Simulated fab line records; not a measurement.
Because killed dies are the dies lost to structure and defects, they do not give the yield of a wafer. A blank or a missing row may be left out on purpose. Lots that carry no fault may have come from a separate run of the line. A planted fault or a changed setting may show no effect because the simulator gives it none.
Comparing a struck lot with a sound one    flow gf180mcu    21 steps out of a route of 602
Sound: the wafers L677.1, L677.2, L677.5. Struck: wafers L685.4, L685.5, L685.6. Last of all comes the cause.
At each step with rows: each side's tool, then ch and its chambers, then its first start. Under that, the readings that differ: sound wafers    struck wafers    difference of the means    sigmas: that difference in standard deviations of wafers without a fault.
alike: readings with means less than 2 such deviations apart, plus words and numbers identical on both sides. not compared: withheld readings, readings lacking a value on some wafer, bounds such as >300 that could conceal the same value, and numbers that have no deviation in the record and whose values overlap.
A row with sigmas, a row that says differs or no value, or rows on one side alone: a step with any of these is where the two part. When numbers do not overlap yet have no deviation, they are printed without sigmas and do not part them. Lack of a reading on every wafer of one side parts them only where that side has two or more wafers.

first, 3 steps without rows for these wafers: GF_LVPWELL_EXPOSE_04 (exposes mask LVPWELL, target cd 600 nm); GF_LVPWELL_PEB_05; GF_LVPWELL_DEVELOP_06 (develop time 60 s).
GF_LVPWELL_OVL_MEAS_07:
  sound on overlay-02, day 5 01:20; struck on overlay-01, day 6 23:48
  alike: LVPWELL_OVL
then, 2 steps without rows for these wafers: GF_LVPWELL_IMPLANT_08; GF_LVPWELL_IMPLANT_09.
GF_LVPWELL_STRIP_10: strips in O2/N2.
  sound on plasmaAsher-03 ch 0,1, day 5 01:40; struck on plasmaAsher-03 ch 0,1, day 7 00:09
  alike: drypumpMotorCurrentA, heaterPowerW, n2FlowSccm, oesProductAu, stripTimeToEndpointS
  not compared: rfHoursCounterH
GF_LVPWELL_TW_MEAS_11:
  sound on filmMetro-03, day 5 01:46; struck on filmMetro-03, day 7 00:15
  alike: LVPWELL_TW
then, 4 steps without rows for these wafers: GF_MVSD_DEHYDRATE_00 (time 60 s); GF_MVSD_HMDS_01 (prime time 60 s); GF_MVSD_COAT_02 (resist thk 3000 nm); GF_MVSD_SOFTBAKE_03.
GF_MVSD_EXPOSE_04: exposes mask MVSD, target cd 1000 nm.
  sound on ilineStepper-02 ch 0, day 5 08:41; struck on ilineStepper-02 ch 0, day 7 07:53
reading  sound                 struck                         difference  sigmas
mask     MVSD#0 MVSD#0 MVSD#0  LVPWELL#0 LVPWELL#0 LVPWELL#0  differs     
then, 2 steps without rows for these wafers: GF_MVSD_PEB_05; GF_MVSD_DEVELOP_06 (develop time 60 s).
GF_MVSD_OVL_MEAS_07:
  sound on overlay-02, day 5 15:47; struck on overlay-01, day 7 15:48
reading        sound        struck  difference                     sigmas
MVSD_OVL (nm)  0.6 1.1 1.0  - - -   no value on the struck wafers  
then, 2 steps without rows for these wafers: GF_MVSD_IMPLANT_08; GF_MVSD_IMPLANT_09.
GF_MVSD_STRIP_10: strips in O2/N2.
  sound on plasmaAsher-03 ch 0,1, day 5 16:07; struck on plasmaAsher-02 ch 0,1, day 7 16:09
reading                   sound        struck       difference  sigmas
drypumpMotorCurrentA (A)  6.4 6.4 6.4  5.5 5.5 5.5  -0.9        -2
  alike: heaterPowerW, n2FlowSccm, oesProductAu, stripTimeToEndpointS
  not compared: rfHoursCounterH
GF_MVSD_TW_MEAS_11:
  sound on filmMetro-04, day 5 16:13; struck on filmMetro-04, day 7 16:28
reading  sound           struck    difference  sigmas
MVSD_TW  1574 1563 1570  30 30 30  -1539       -99 or more
  not compared: hold
then, 1 step without rows for these wafers: GF_PASSIVATION_PROBE_99.

== WHERE THEY PART ==
At GF_MVSD_EXPOSE_04 first; at GF_MVSD_TW_MEAS_11 last (within this record only).

WHY: the cause the simulator had injected
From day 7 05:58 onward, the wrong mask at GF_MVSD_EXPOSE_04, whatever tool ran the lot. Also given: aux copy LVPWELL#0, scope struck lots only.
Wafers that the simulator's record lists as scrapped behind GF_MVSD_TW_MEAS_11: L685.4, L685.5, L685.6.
